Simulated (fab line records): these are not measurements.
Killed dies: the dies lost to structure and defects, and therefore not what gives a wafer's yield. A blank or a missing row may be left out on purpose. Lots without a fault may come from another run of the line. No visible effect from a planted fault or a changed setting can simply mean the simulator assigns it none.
The tool behind it: which one? / flow gf180mcu / Sampling: 6 lots, 18 wafers, 3 of 602 route steps

WHAT THE GAUGES SHOWED, per wafer
GF_VT_IMPLANT_RS_MEAS_46: a four-point-probe measurement.
lot=L354; measured=day 7 18:34; on=film metro-04; MVSD_RS (ohm/sq)=458.2 456.4 457.4
lot=L356; measured=day 8 07:56; on=film metro-03; MVSD_RS (ohm/sq)=457.3 458.7 457.5
lot=L358; measured=day 8 23:19; on=film metro-01; MVSD_RS (ohm/sq)=455.5 456.6 456.7
lot=L365; measured=day 11 03:57; on=film metro-01; MVSD_RS (ohm/sq)=497.4 497.2 496.3
lot=L372; measured=day 12 23:04; on=film metro-04; MVSD_RS (ohm/sq)=456.6 456.8 455.6
lot=L375; measured=day 13 18:03; on=film metro-03; MVSD_RS (ohm/sq)=457.6 456.0 455.8

WHAT TOOL EACH LOT RAN ON (gives the tool, then ch and the chambers of the sampled wafers, and finally the start)
lot=L354; GF_STI_CMP_25=cmp-01 ch 0,1,2, day 2 08:49; GF_MVSD_IMPLANT_08=implanter-04 ch 0, day 4 14:41
lot=L356; GF_STI_CMP_25=cmp-01 ch 0,2,3, day 2 18:32; GF_MVSD_IMPLANT_08=implanter-02 ch 0, day 5 02:34
lot=L358; GF_STI_CMP_25=cmp-02 ch 1,2, day 3 06:04; GF_MVSD_IMPLANT_08=implanter-03 ch 0, day 5 14:26
lot=L365; GF_STI_CMP_25=cmp-01 ch 0,3, day 4 20:29; GF_MVSD_IMPLANT_08=implanter-03 ch 0, day 7 10:59
lot=L372; GF_STI_CMP_25=cmp-02 ch 0,2,3, day 6 06:04; GF_MVSD_IMPLANT_08=implanter-04 ch 0, day 9 01:02
lot=L375; GF_STI_CMP_25=cmp-02 ch 2,3, day 6 20:19; GF_MVSD_IMPLANT_08=implanter-04 ch 0, day 9 17:31
- GF_STI_CMP_25: polishes, stops on Si3N4, t overpolish 33 s, target thk 524.6 nm.
- GF_MVSD_IMPLANT_08

THE ANSWER, worked out from the rows above alone
Rule: usual is defined by the lots themselves. Put in order of their means at a reading, lots are off if they are a third of the lots or fewer, leave a main group of 4 or more, and stand apart from it by a gap of 3 or more times the standard deviation of the main group's means; of several such gaps the widest counts. A main group is skipped when, at the precision printed for the reading in the tables above, its means are all equal. A lot without any number at a reading at which 4 lots or more have one is off too. Where the step has rows for the other lots, those lots are counted as sound.
Off: L365, at GF_VT_IMPLANT_RS_MEAS_46 (MVSD_RS). Mean 456.8 ohm/sq and standard deviation 0.63 in the main group.
If a tool, at a process step before that reading, ran all the lots that are off and no sound lot after the first of them, it fits. Gauges at GF_VT_IMPLANT_RS_MEAS_46: tried the same way as those tools. Can't be told from this: 3 tools fit, cmp-01 at GF_STI_CMP_25, implanter-03 at GF_MVSD_IMPLANT_08, film metro-01 at GF_VT_IMPLANT_RS_MEAS_46.

WHAT THE SIMULATOR HAD INSERTED
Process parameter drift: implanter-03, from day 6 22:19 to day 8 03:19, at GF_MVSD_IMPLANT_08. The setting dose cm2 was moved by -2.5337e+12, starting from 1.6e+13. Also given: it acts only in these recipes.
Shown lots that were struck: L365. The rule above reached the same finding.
